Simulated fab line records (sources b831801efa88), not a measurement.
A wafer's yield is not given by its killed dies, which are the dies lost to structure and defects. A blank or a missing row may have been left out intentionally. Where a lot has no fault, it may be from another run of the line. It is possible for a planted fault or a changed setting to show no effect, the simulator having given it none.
fab line records	flow sky130
record: lots: 5	wafers: 15	last-day: 50
route steps=708 shown VIA1@461 METAL2@483 PAD_OPEN@708
lots with no fault: from the same line, run without faults
start-h: start of the lot's first displayed wafer, in hours after the record's first day	wait-h: how many hours have passed since the lot's step before this one	" same as the row above	L1.1+2: a row that stands for several wafers	- value missing, or start not given	* or withheld: withheld	< > ~ a bound
route shown NAME@n: names a module that has steps shown in the file, with the first one's number in the route	usual: mean and standard deviation over wafers with no fault	same: alike in all rows	chamber/n: place in a boat	sites: the reading at each site	_std_site: how widely they spread, as a standard deviation	_edge_site: inner sites' mean taken away from outer sites' mean	radius-mm: how far each site lies from the wafer's centre	mask NAME#n: copy n	behind: the last tool/chamber to shape the wafer	hold: what put the lot on hold/how long, in hours/how the hold closed	device: names the non-switching transistor (n, p or np)	end of line: tests run on the same wafers once the route is complete	step lacking rows: just its recipe	killed: the dies lost at the first sort to structure and to defects; this is not the yield of the wafer	map: the dies of a wafer, with x for killed, . for not killed, _ for no die there
set.NAME: the run value of the setting; set.NAME@STEP: its run value at that earlier step	model.NAME: the simulator's own value behind a step, which no gauge read
lots at selected steps of the route; one table per step, one row per wafer
services: from which hour (start-h, from the record's first day; less than 0 if before it) a tool's chamber was out of use, for how many hours, and why
== steps ==
step: SKY_VIA1_BOW_MEAS_03
recipe: mode: bow
usual: VIA1_BOW: 79/7
lot.wafer	tool	chamber	start-h	wait-h	VIA1_BOW[um]
L332.2	film-metro-03	-	770.64	0.3	73
L332.4	"	-	"	"	76
L332.6	"	-	"	"	74
L340.3	film-metro-03	-	845.41	0.3	81
L340.5	"	-	"	"	77
L340.6	"	-	"	"	67
L341.1	film-metro-03	-	845.88	0.2	75
L341.3	"	-	"	"	80
L341.6	"	-	"	"	78
L352.3	film-metro-04	-	926.87	0.3	93
L352.4	"	-	"	"	69
L352.6	"	-	"	"	79
L354.2	film-metro-04	-	934.57	0.3	72
L354.3	"	-	"	"	80
L354.5	"	-	"	"	77
step: SKY_VIA1_DEHYDRATE_04
recipe: temp-c: 200	time-s: 60
step: SKY_VIA1_HMDS_05
recipe: prime-time-s: 60	prime-temp-c: 120
step: SKY_VIA1_COAT_06
recipe: resist: BARC	temp-c: withheld	time-s: withheld	spin-rpm: 3000	resist-thk-nm: 60
step: SKY_VIA1_COAT_07
recipe: resist: KrF-thick	spin-rpm: 3000	resist-thk-nm: 450
step: SKY_VIA1_SOFTBAKE_08
recipe: temp-c: 100	time-s: 90	resist: KrF-thick
step: SKY_VIA1_EXPOSE_09
recipe: mask-id: VIM	na: 0.8	source-shape: annular	sigma-inner: 0.55	sigma-outer: 0.85	target-cd-nm: 150	dose-mj: 38
step: SKY_VIA1_PEB_10
recipe: peb-temp-c: withheld	peb-time-s: withheld	resist: KrF-thick
step: SKY_VIA1_DEVELOP_11
recipe: develop-time-s: 60	resist: KrF-thick	dev-temp-c: 21
step: SKY_VIA1_CD_MEAS_12
recipe: target-cd-nm: 150
usual: cd-nm: 150.1/1.8
lot.wafer	tool	chamber	start-h	wait-h	cd-nm
L332.2	cd-sem-01	-	797.43	-	153.9
L332.4	"	-	"	"	154.4
L332.6	"	-	"	"	153.3
L340.3	cd-sem-02	-	871.49	-	147.0
L340.5	"	-	"	"	148.0
L340.6	"	-	"	"	147.0
L341.1	cd-sem-02	-	871.80	-	150.7
L341.3	"	-	"	"	149.5
L341.6	"	-	"	"	152.6
L352.3	cd-sem-02	-	951.94	-	153.3
L352.4	"	-	"	"	151.7
L352.6	"	-	"	"	152.6
L354.2	cd-sem-01	-	959.04	-	152.5
L354.3	"	-	"	"	150.9
L354.5	"	-	"	"	152.2
step: SKY_VIA1_OVL_MEAS_13
usual: VIA1_OVL: 0/5.3
lot.wafer	tool	chamber	start-h	wait-h	VIA1_OVL[nm]
L332.2	overlay-01	-	797.54	0.1	-11
L332.4	"	-	"	"	-16
L332.6	"	-	"	"	-10
L340.3	overlay-02	-	871.58	0.1	-2
L340.5	"	-	"	"	-1
L340.6	"	-	"	"	-4
L341.1	overlay-01	-	871.92	0.1	-16
L341.3	"	-	"	"	-14
L341.6	"	-	"	"	-5
L352.3	overlay-02	-	952.03	0.1	-2
L352.4	"	-	"	"	-5
L352.6	"	-	"	"	-6
L354.2	overlay-01	-	959.15	0.1	0
L354.3	"	-	"	"	-1
L354.5	"	-	"	"	1
step: SKY_VIA1_ETCH_14
recipe: chemistry: N2/H2	target: BARC	ion-energy-ev: 200	source-w: 500	bias-w: 100	pressure-mtorr: 30	n2-flow-sccm: 100	h2-flow-sccm: 200	stop-on: SiO2	time-s: 45.9	target-depth-a: 600
usual: drypump-motor-current-A: 5.7/0.57	oes-product-au: 0.854/0.0051	throttle-valve-pct: 13.225/0.0093
lot.wafer	tool	chamber	start-h	wait-h	drypump-motor-current-A	oes-product-au	rf-hours-counter-h	throttle-valve-pct
L332.2	rie-diel-02	3	797.57	0.0	5.4	0.855	25	13.227
L332.4	"	1	"	"	6.4	0.855	1	13.213
L332.6	"	3	"	"	5.4	0.850	-	13.207
L340.3	rie-diel-01	1	871.60	0.0	4.9	0.852	3	13.240
L340.5	"	0	"	"	5.9	0.857	-	13.206
L340.6	"	3	"	"	5.7	0.853	-	13.239
L341.1	rie-diel-03	2	871.95	0.0	5.2	0.860	7	13.224
L341.3	"	1	"	"	6.8	0.849	9	13.235
L341.6	"	0	"	"	5.6	0.862	-	13.231
L352.3	rie-diel-03	3	952.05	0.0	4.8	0.853	25	13.225
L352.4	"	0	"	"	5.6	0.859	-	13.235
L352.6	"	1	"	"	6.7	0.862	-	13.222
L354.2	rie-diel-01	2	959.18	0.0	5.8	0.850	10	13.234
L354.3	"	3	"	"	5.7	0.856	16	13.222
L354.5	"	1	"	"	4.9	0.845	-	13.223
step: SKY_VIA1_ETCH_15
recipe: target: SiO2	chemistry: C4F8/O2/Ar	target-depth-nm: 351	stop-on: TiN	mask-material: KrF-thick	source-w: 1500	bias-w: 1200	pressure-mtorr: 40	c4f8-flow-sccm: withheld	O2_flow_sccm: 6	Ar_flow_sccm: 300	time-s: 54
usual: oes-product-au: 0.981/0.0063
lot.wafer	tool	chamber	start-h	wait-h	oes-product-au	rf-hours-counter-h
L332.2	rie-diel-02	3	797.61	0.0	0.988	25
L332.4	"	1	"	"	0.982	1
L332.6	"	3	"	"	0.983	-
L340.3	rie-diel-01	1	871.64	0.0	0.983	3
L340.5	"	0	"	"	0.985	-
L340.6	"	3	"	"	0.992	-
L341.1	rie-diel-03	2	871.99	0.0	0.978	7
L341.3	"	1	"	"	0.973	9
L341.6	"	0	"	"	0.964	-
L352.3	rie-diel-03	3	952.09	0.0	0.980	25
L352.4	"	0	"	"	0.971	-
L352.6	"	1	"	"	0.983	-
L354.2	rie-diel-01	2	959.22	0.0	0.980	10
L354.3	"	3	"	"	0.978	16
L354.5	"	1	"	"	0.974	-
step: SKY_VIA1_STRIP_16
recipe: chemistry: O2/N2	power-w: 1400	pressure-mtorr: 1500	platen-temp-c: withheld	o2-flow-sccm: 3000	n2-flow-sccm: 300	overash-fraction: 0.5
usual: drypump-motor-current-A: 5.53/0.29	oes-product-au: 0.415/0.0044	strip-time-to-endpoint-s: 4.452/0.024
lot.wafer	tool	chamber	start-h	wait-h	drypump-motor-current-A	oes-product-au	rf-hours-counter-h	strip-time-to-endpoint-s
L332.2	plasma-asher-03	1	797.66	0.0	5.14	0.416	67	4.431
L332.4	"	1	"	"	5.14	0.409	-	4.405
L332.6	"	0	"	"	5.46	0.418	-	4.435
L340.3	plasma-asher-01	1	871.72	0.1	5.61	0.411	-	4.463
L340.5	"	1	"	"	5.62	0.419	-	4.451
L340.6	"	0	"	"	6.10	0.416	-	4.454
L341.1	plasma-asher-03	0	872.04	0.0	5.43	0.413	75	4.495
L341.3	"	0	"	"	5.43	0.407	-	4.418
L341.6	"	1	"	"	5.15	0.414	-	4.462
L352.3	plasma-asher-03	0	952.17	0.1	5.43	0.412	-	4.461
L352.4	"	1	"	"	5.18	0.421	-	4.460
L352.6	"	1	"	"	5.19	0.427	-	4.436
L354.2	plasma-asher-03	0	959.27	0.0	5.44	0.410	83	4.447
L354.3	"	1	"	"	5.14	0.418	-	4.476
L354.5	"	0	"	"	5.46	0.417	-	4.442
step: SKY_VIA1_STRIP_17
recipe: chemistry: post-etch-residue-remover	time-s: 1200	temp-c: 72.5
step: SKY_VIA1_CLEAN_18
recipe: chemistry: IPA	time-s: 180	temp-c: 25
step: SKY_VIA1_CLEAN_19
recipe: chemistry: O3/DIW	dry: n2-spin
step: SKY_VIA1_SPUTTER_20
recipe: material: TiN	target-thk-nm: 20	chamber-pressure-pa: 5	power-w: 4000	time-s: 80
step: SKY_VIA1_CVD_21
recipe: material: W	target-thk-nm: 270	time-s: 80.902	temp-c: 400	pressure-torr: 40
step: SKY_VIA1_RS_MEAS_22
recipe: thk-meas-gauge: four-point-probe	reads: W_of_VIA1_CVD_21+TiN_of_VIA1_SPUTTER_20
usual: VIA1_W_RS: 0.428/0.0059
lot.wafer	tool	chamber	start-h	wait-h	VIA1_W_RS[ohm/sq]
L332.2	film-metro-01	-	798.42	0.1	0.435
L332.4	"	-	"	"	0.424
L332.6	"	-	"	"	0.432
L340.3	film-metro-04	-	872.52	0.1	0.430
L340.5	"	-	"	"	0.421
L340.6	"	-	"	"	0.433
L341.1	film-metro-01	-	872.80	0.1	0.433
L341.3	"	-	"	"	0.421
L341.6	"	-	"	"	0.431
L352.3	film-metro-03	-	952.94	0.1	0.421
L352.4	"	-	"	"	0.422
L352.6	"	-	"	"	0.420
L354.2	film-metro-01	-	960.03	0.1	0.427
L354.3	"	-	"	"	0.423
L354.5	"	-	"	"	0.426
step: SKY_VIA1_THK_MEAS_23
recipe: thk-meas-gauge: xrf	reads: W_of_VIA1_CVD_21
usual: VIA1_W_THK: 258/4.7
lot.wafer	tool	chamber	start-h	wait-h	VIA1_W_THK[nm]
L332.2	film-metro-01	-	798.53	0.1	250
L332.4	"	-	"	"	256
L332.6	"	-	"	"	252
L340.3	film-metro-04	-	872.62	0.1	257
L340.5	"	-	"	"	262
L340.6	"	-	"	"	257
L341.1	film-metro-01	-	872.92	0.1	250
L341.3	"	-	"	"	258
L341.6	"	-	"	"	251
L352.3	film-metro-03	-	953.04	0.1	265
L352.4	"	-	"	"	263
L352.6	"	-	"	"	266
L354.2	film-metro-01	-	960.14	0.1	254
L354.3	"	-	"	"	257
L354.5	"	-	"	"	256
step: SKY_VIA1_CMP_24
recipe: stop-on: SiO2	t-overpolish-s: 15	down-force-psi: 3.5	platen-rpm: 60	target-thk-nm: 0	pad-velocity-m-s: 0.94248
usual: head-pressure-psi: 3.500/0.0073	motor-current-A: 11.2/0.92	overpolish-run-s: 14.999/0.0093	time-to-endpoint-s: 64/3.7
lot.wafer	tool	chamber	start-h	wait-h	head-pressure-psi	motor-current-A	overpolish-run-s	time-to-endpoint-s
L332.4	cmp-01	1	798.63	0.1	3.494	11.7	14.999	69
L332.2	"	3	"	"	3.493	11.8	15.004	66
L332.6	"	0	"	"	3.510	10.2	14.992	62
L340.3	cmp-02	3	872.76	0.1	3.496	10.5	14.993	63
L340.5	"	1	"	"	3.494	12.7	15.010	63
L340.6	"	2	"	"	3.502	11.5	15.005	64
L341.1	cmp-02	3	872.98	0.1	3.497	10.7	15.013	59
L341.3	"	0	"	"	3.502	10.8	15.003	64
L341.6	"	0	"	"	3.504	10.7	15.002	61
L352.4	cmp-02	1	953.37	0.3	3.504	12.5	14.992	60
L352.3	"	3	"	"	3.493	10.8	14.974	60
L352.6	"	0	"	"	3.500	10.6	14.998	62
L354.2	cmp-02	2	960.24	0.1	3.500	12.2	14.992	64
L354.3	"	0	"	"	3.507	10.4	14.997	70
L354.5	"	1	"	"	3.499	12.1	14.988	65
step: SKY_METAL2_SPUTTER_00
recipe: material: Ti	target-thk-nm: 15	power-w: 3000	time-s: 10	chamber-pressure-pa: 0.4
step: SKY_METAL2_SPUTTER_01
recipe: material: TiN	target-thk-nm: 20	power-w: 6500	time-s: 16.7	chamber-pressure-pa: 0.4
step: SKY_METAL2_SPUTTER_02
recipe: material: AlCu	target-thk-nm: 250	power-w: 10600	time-s: 13.3	chamber-pressure-pa: 0.4
step: SKY_METAL2_SPUTTER_03
recipe: material: Ti	target-thk-nm: 5	power-w: 3000	time-s: 3.3	chamber-pressure-pa: 0.4
step: SKY_METAL2_SPUTTER_04
recipe: material: TiN	target-thk-nm: 70	power-w: 6710	time-s: 58.3	chamber-pressure-pa: 0.4
step: SKY_METAL2_RS_MEAS_05
recipe: thk-meas-gauge: four-point-probe	reads: TiN_of_METAL2_SPUTTER_04+Ti_of_METAL2_SPUTTER_03+AlCu_of_METAL2_SPUTTER_02+TiN_of_METAL2_SPUTTER_01+Ti_of_METAL2_SPUTTER_00
usual: METAL2_ALCU_RS: 0.1268/0.0014
lot.wafer	tool	chamber	start-h	wait-h	METAL2_ALCU_RS[ohm/sq]
L332.2	film-metro-02	-	799.04	0.0	0.1259
L332.4	"	-	"	"	0.1252
L332.6	"	-	"	"	0.1252
L340.3	film-metro-02	-	873.14	0.1	0.1264
L340.5	"	-	"	"	0.1274
L340.6	"	-	"	"	0.1279
L341.1	film-metro-03	-	873.42	0.0	0.1274
L341.3	"	-	"	"	0.1287
L341.6	"	-	"	"	0.1294
L352.3	film-metro-03	-	953.80	0.1	0.1277
L352.4	"	-	"	"	0.1273
L352.6	"	-	"	"	0.1273
L354.2	film-metro-03	-	960.65	0.0	0.1254
L354.3	"	-	"	"	0.1266
L354.5	"	-	"	"	0.1252
step: SKY_METAL2_THK_MEAS_06
recipe: thk-meas-gauge: xrf	reads: AlCu_of_METAL2_SPUTTER_02
usual: METAL2_ALCU_THK: 251/3.2
lot.wafer	tool	chamber	start-h	wait-h	METAL2_ALCU_THK[nm]
L332.2	film-metro-02	-	799.15	0.1	255
L332.4	"	-	"	"	255
L332.6	"	-	"	"	257
L340.3	film-metro-02	-	873.24	0.1	253
L340.5	"	-	"	"	250
L340.6	"	-	"	"	249
L341.1	film-metro-03	-	873.54	0.1	251
L341.3	"	-	"	"	246
L341.6	"	-	"	"	244
L352.3	film-metro-03	-	953.90	0.1	248
L352.4	"	-	"	"	248
L352.6	"	-	"	"	248
L354.2	film-metro-03	-	960.76	0.1	252
L354.3	"	-	"	"	250
L354.5	"	-	"	"	250
step: SKY_METAL2_DEHYDRATE_07
recipe: temp-c: 200	time-s: 60
step: SKY_METAL2_HMDS_08
recipe: prime-time-s: 60	prime-temp-c: 120
step: SKY_METAL2_COAT_09
recipe: resist: BARC	temp-c: withheld	time-s: withheld	spin-rpm: 3000	resist-thk-nm: 60
step: SKY_METAL2_COAT_10
recipe: resist: KrF-thick	spin-rpm: 3000	resist-thk-nm: 450
step: SKY_METAL2_SOFTBAKE_11
recipe: temp-c: 100	time-s: 90	resist: KrF-thick
step: SKY_METAL2_EXPOSE_12
recipe: mask-id: MM2	na: 0.8	source-shape: annular	sigma-inner: 0.55	sigma-outer: 0.85	target-cd-nm: 140	dose-mj: 28
step: SKY_METAL2_PEB_13
recipe: peb-temp-c: withheld	peb-time-s: withheld	resist: KrF-thick
step: SKY_METAL2_DEVELOP_14
recipe: develop-time-s: 60	resist: KrF-thick	dev-temp-c: 21
step: SKY_METAL2_CD_MEAS_15
recipe: target-cd-nm: 140
usual: cd-nm: 139.8/1.7
lot.wafer	tool	chamber	start-h	wait-h	cd-nm
L332.2	cd-sem-01	-	825.76	-	142.5
L332.4	"	-	"	"	140.2
L332.6	"	-	"	"	142.0
L340.3	cd-sem-02	-	898.94	-	140.9
L340.5	"	-	"	"	141.6
L340.6	"	-	"	"	140.0
L341.1	cd-sem-01	-	899.55	-	138.5
L341.3	"	-	"	"	139.3
L341.6	"	-	"	"	139.8
L352.3	cd-sem-01	-	978.69	-	138.3
L352.4	"	-	"	"	139.2
L352.6	"	-	"	"	139.5
L354.2	cd-sem-02	-	984.64	-	143.3
L354.3	"	-	"	"	140.4
L354.5	"	-	"	"	141.2
step: SKY_METAL2_OVL_MEAS_16
usual: METAL2_OVL: -1/5
lot.wafer	tool	chamber	start-h	wait-h	METAL2_OVL[nm]
L332.2	overlay-01	-	825.87	0.1	-3
L332.4	"	-	"	"	3
L332.6	"	-	"	"	0
L340.3	overlay-01	-	899.03	0.1	0
L340.5	"	-	"	"	-6
L340.6	"	-	"	"	-4
L341.1	overlay-01	-	899.67	0.1	-1
L341.3	"	-	"	"	0
L341.6	"	-	"	"	-3
L352.3	overlay-02	-	978.78	0.1	6
L352.4	"	-	"	"	6
L352.6	"	-	"	"	1
L354.2	overlay-01	-	984.75	0.1	1
L354.3	"	-	"	"	-5
L354.5	"	-	"	"	-2
step: SKY_METAL2_DESCUM_17
recipe: chemistry: O2	source-power-w: 150	bias-power-w: 0	pressure-mtorr: 10	temp-c: 40	time-s: 8
usual: drypump-motor-current-A: 5.5/0.34	oes-product-au: 1.006/0.0069
lot.wafer	tool	chamber	start-h	wait-h	drypump-motor-current-A	oes-product-au	rf-hours-counter-h
L332.2	rie-metal-01	0	825.90	0.0	5.1	1.005	16
L332.4	"	0	"	"	5.1	1.016	-
L332.6	"	0	"	"	5.1	1.011	-
L340.3	rie-metal-03	0	899.06	0.0	5.7	0.995	-
L340.5	"	1	"	"	5.1	1.009	-
L340.6	"	0	"	"	5.7	1.006	-
L341.1	rie-metal-01	0	899.70	0.0	5.1	1.001	19
L341.3	"	0	"	"	5.1	1.007	-
L341.6	"	1	"	"	6.0	1.009	-
L352.3	rie-metal-03	0	978.82	0.0	5.7	1.015	-
L352.4	"	0	"	"	5.7	1.001	-
L352.6	"	0	"	"	5.7	1.010	-
L354.2	rie-metal-03	1	984.78	0.0	5.1	1.007	0
L354.3	"	0	"	"	5.7	1.003	-
L354.5	"	1	"	"	5.1	1.011	-
step: SKY_METAL2_ETCH_18
recipe: chemistry: N2/H2	target: BARC	ion-energy-ev: 200	bias-w: 100	pressure-mtorr: 30	n2-flow-sccm: 100	h2-flow-sccm: 200	icp-w: 500	stop-on: SiO2	time-s: 45.9	target-depth-a: 600
usual: drypump-motor-current-A: 5.5/0.34	oes-product-au: 0.855/0.0043	throttle-valve-pct: 13.225/0.0085
lot.wafer	tool	chamber	start-h	wait-h	drypump-motor-current-A	oes-product-au	rf-hours-counter-h	throttle-valve-pct
L332.2	rie-metal-01	0	825.93	0.0	5.1	0.859	16	13.236
L332.4	"	0	"	"	5.1	0.852	-	13.227
L332.6	"	0	"	"	5.1	0.858	-	13.229
L340.3	rie-metal-03	0	899.10	0.0	5.7	0.858	-	13.224
L340.5	"	1	"	"	5.1	0.856	-	13.228
L340.6	"	0	"	"	5.7	0.847	-	13.205
L341.1	rie-metal-01	0	899.73	0.0	5.1	0.849	19	13.227
L341.3	"	0	"	"	5.1	0.849	-	13.232
L341.6	"	1	"	"	6.0	0.856	-	13.228
L352.3	rie-metal-03	0	978.91	0.1	5.6	0.856	-	13.225
L352.4	"	0	"	"	5.7	0.852	-	13.213
L352.6	"	0	"	"	5.7	0.859	-	13.217
L354.2	rie-metal-03	1	984.81	0.0	5.1	0.852	0	13.221
L354.3	"	0	"	"	5.7	0.855	-	13.235
L354.5	"	1	"	"	5.1	0.856	-	13.227
step: SKY_METAL2_METAL_ETCH_19
recipe: target-depth-a: 3600	stop-on: SiO2	over-etch-frac: 0.3	time-s: 78	chemistry: Cl2/BCl3	resist-sidewall-deg: 88	pressure-mtorr: 10	icp-w: 900	bias-w: 48.5	Cl2_flow_sccm: 60	bcl3-flow-sccm: 30
step: SKY_PAD_OPEN_PROBE_99
usual: defect-limited-yield: 82.6/2	killed_at_M0_to_M3: 43/7.6	killed_at_M4_up: 2.9/1.9	killed-at-contacts: 24/5	killed-at-front-end: 15/4.3	killed-at-other: 0.3/0.54	killed-dies: 85/10	killed-open: 47/7	killed-short: 38/6.4	sort_bin_3_pad_short: 0.8/0.4	sort_bin_5_function: 10.3/1.6	sort_bin_6_memory: 6.2/1.1	sort-n-pass: 407/10	sort-yield-pct: 82.6/2
same: gross-dies: 492	killed-at-back-side: 0	sort_bin_4_leakage[%]: 0	sort_bin_8_speed[%]: 0
lot.wafer	tool	chamber	start-h	wait-h	defect-limited-yield[%]	killed_at_M0_to_M3	killed_at_M4_up	killed-at-contacts	killed-at-front-end	killed-at-other	killed-dies	killed-open	killed-short	sort_bin_3_pad_short[%]	sort_bin_5_function[%]	sort_bin_6_memory[%]	sort-n-pass	sort-yield-pct[%]	model.etest.tester.sort-n-pass	model.etest.tester.sort-yield-pct	model.etest.tester.sort_bin_5_pct	model.etest.tester.sort_bin_3_pct
L341.1	prober-01	-	1138.31	0.1	82.3	48	1	24	13	1	87	44	43	0.8	10.4	6.5	405	82.3	405	82.32	10.37	0.813
L341.3	prober-01	-	1138.41	0.2	84.8	35	0	25	15	0	75	50	25	0.4	10.2	4.7	417	84.8	417	84.76	10.16	0.4065
L341.6	prober-01	-	1138.56	0.2	82.1	51	6	23	8	0	88	46	42	1.6	10.2	6.1	404	82.1	404	82.11	10.16	1.626
L340.5	prober-02	-	1140.26	0.2	76.8	68	2	20	24	0	114	44	48	1.6	15.2	6.3	378	76.8	378	76.83	15.24	1.626
L354.2	prober-01	-	1199.78	0.1	82.1	50	2	22	14	0	88	39	49	0.8	10.4	6.7	404	82.1	404	82.11	10.37	0.813
L354.3	prober-01	-	1199.83	0.2	82.5	53	0	20	12	1	86	45	41	1.4	8.9	7.1	406	82.5	406	82.52	8.943	1.423
L354.5	prober-01	-	1199.93	0.2	83.1	43	2	24	14	0	83	42	41	0.6	11.0	5.3	409	83.1	409	83.13	10.98	0.6098
killed by level:class
L341.1 VIA1:geometric-particle:open=11 LI_CONTACT:geometric-particle:open=8 METAL2:geometric-particle:short=7 CONTACT:geometric-particle:open=6 FIELD_ISO:geometric-particle:open=5 VIA3:geometric-particle:short=5 METAL1:geometric-particle:short=5 FIELD_ISO:geometric-particle:short=4
L341.3 CONTACT:geometric-particle:open=13 VIA3:geometric-particle:open=8 LI_CONTACT:geometric-particle:open=7 FIELD_ISO:geometric-particle:open=6 VIA1:geometric-particle:open=5 VIA1:geometric-particle:short=4 VIA3:geometric-particle:short=4 POLY_GATE:geometric-particle:open=3
L341.6 CONTACT:geometric-particle:open=11 VIA3:geometric-particle:open=8 VIA1:geometric-particle:open=8 METAL2:geometric-particle:short=8 VIA2:geometric-particle:open=7 LI_CONTACT:geometric-particle:open=6 METAL3:geometric-particle:short=6 METAL4:geometric-particle:short=6
L340.5 VIA1:unspecified=22 VIA1:geometric-particle:open=11 LI_CONTACT:geometric-particle:open=9 FIELD_ISO:geometric-particle:short=7 POLY_GATE:geometric-particle:short=7 METAL2:geometric-particle:short=7 METAL1:geometric-particle:short=6 VIA2:geometric-particle:short=5
L354.2 METAL2:geometric-particle:short=10 VIA1:geometric-particle:short=8 VIA1:geometric-particle:open=8 CONTACT:geometric-particle:open=7 LI_CONTACT:geometric-particle:open=6 METAL1:geometric-particle:short=6 FIELD_ISO:geometric-particle:open=5 CONTACT:geometric-particle:short=5
L354.3 VIA1:geometric-particle:open=12 VIA1:geometric-particle:short=9 VIA2:geometric-particle:open=8 VIA3:geometric-particle:open=7 METAL2:geometric-particle:short=7 LI_CONTACT:geometric-particle:open=5 CONTACT:geometric-particle:open=5 POLY_GATE:geometric-particle:open=4
L354.5 VIA3:geometric-particle:open=10 VIA1:geometric-particle:open=8 METAL2:geometric-particle:short=7 LI_CONTACT:geometric-particle:open=6 CONTACT:geometric-particle:short=6 CONTACT:geometric-particle:open=6 FIELD_ISO:geometric-particle:short=5 VIA1:geometric-particle:short=4
map L340.5 (x killed, . not)
__________........xx_________
________x...x.x..x...._______
______.x...x.x.x..x....._____
_____x...x....x..x....x..____
____..x....x.........x.x.x___
___...x....x...............__
__...xxx.........x.xxx......_
_.xx...x.....x......xx..x....
_.........x..x...x...x.xx....
_.....x.x.............x......
_.......x....x..........x....
_x.x...x.x...........x......x
_....xxx........x...x.....x..
_......x..........x.......xx.
_xxx.....xxxx.x....x.....x...
__xxxxxxx..........x..x....._
___xxxxx..........x.xx.....__
____xxxxx.........x....x.x___
_____xxxx.xx..x.........x____
______xx..x...x........._____
________.x............_______
__________.......x.._________
map L354.2 (x killed, . not)
__________......x..._________
________.x.xxx.x....x._______
______.xxx.......x..x..x_____
_____.............x......____
____.......xx......xx.....___
___.......x......x........x__
__................x.xx......_
_....x...x...x...xx...x.....x
_...x.x....x...x...x..x.xx...
_.x.........xxx....x.........
_.x..........x.x...x........x
_.....x..................x...
_........x.....x....x.x...x..
_....x.......................
_....x.xx.......x..xx........
__x.......x....x...x.....x.x_
___..x...x.......x...x.x...__
____.x.........x..........___
_____x....x.......x......____
______.....xx....x......_____
________.xx.x..x......_______
__________....x..x.._________
== services ==
tool	chamber	start-h	hours	kind
rie-metal-01	-	784.51	2.8	pm
cmp-02	-	801.19	6.4	pm
cmp-01	-	811.28	4.4	repair
cmp-01	-	811.64	1.3	repair
cmp-01	-	813.94	0.7	repair
plasma-asher-01	-	815.12	2.1	repair
cmp-02	-	823.45	4.4	repair
rie-diel-01	0	831.13	16.3	repair
cmp-02	-	841.06	1.4	repair
plasma-asher-01	-	869.28	0.9	repair
cmp-01	-	870.69	0.5	repair
rie-diel-03	0	877.53	3.0	repair
rie-metal-03	-	880.38	1.4	pm
cmp-02	-	884.51	0.4	repair
rie-diel-01	1	889.88	3.0	repair
rie-diel-01	-	901.19	2.8	pm
rie-diel-03	3	906.55	18.1	repair
rie-diel-02	3	912.52	9.1	repair
rie-diel-03	0	923.31	7.5	repair
rie-diel-01	1	930.33	10.4	repair
rie-diel-03	-	940.15	0.3	repair
rie-diel-01	2	941.44	3.8	repair
rie-diel-03	2	944.49	10.2	repair
cmp-02	-	976.48	2.4	repair
== key ==
first-sign: step: SKY_PAD_OPEN_PROBE_99	reading: killed_at_M0_to_M3	direction: up	sigmas: 3.2	usual: 43	struck: 68
effect none on later readings
model-effect: step: SKY_PAD_OPEN_PROBE_99	value: etest.tester.sort-n-pass	without: 397	struck: 378
met-at SKY_VIA1_ETCH_15
struck-wafers L340.5
fault: kind: chamber-particle-source	tool: rie-diel-01	chamber: 0	onset-h: 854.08	steps: SKY_VIA1_ETCH_15	rate-per-visit-cm2: 1.3333	end-h: 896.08
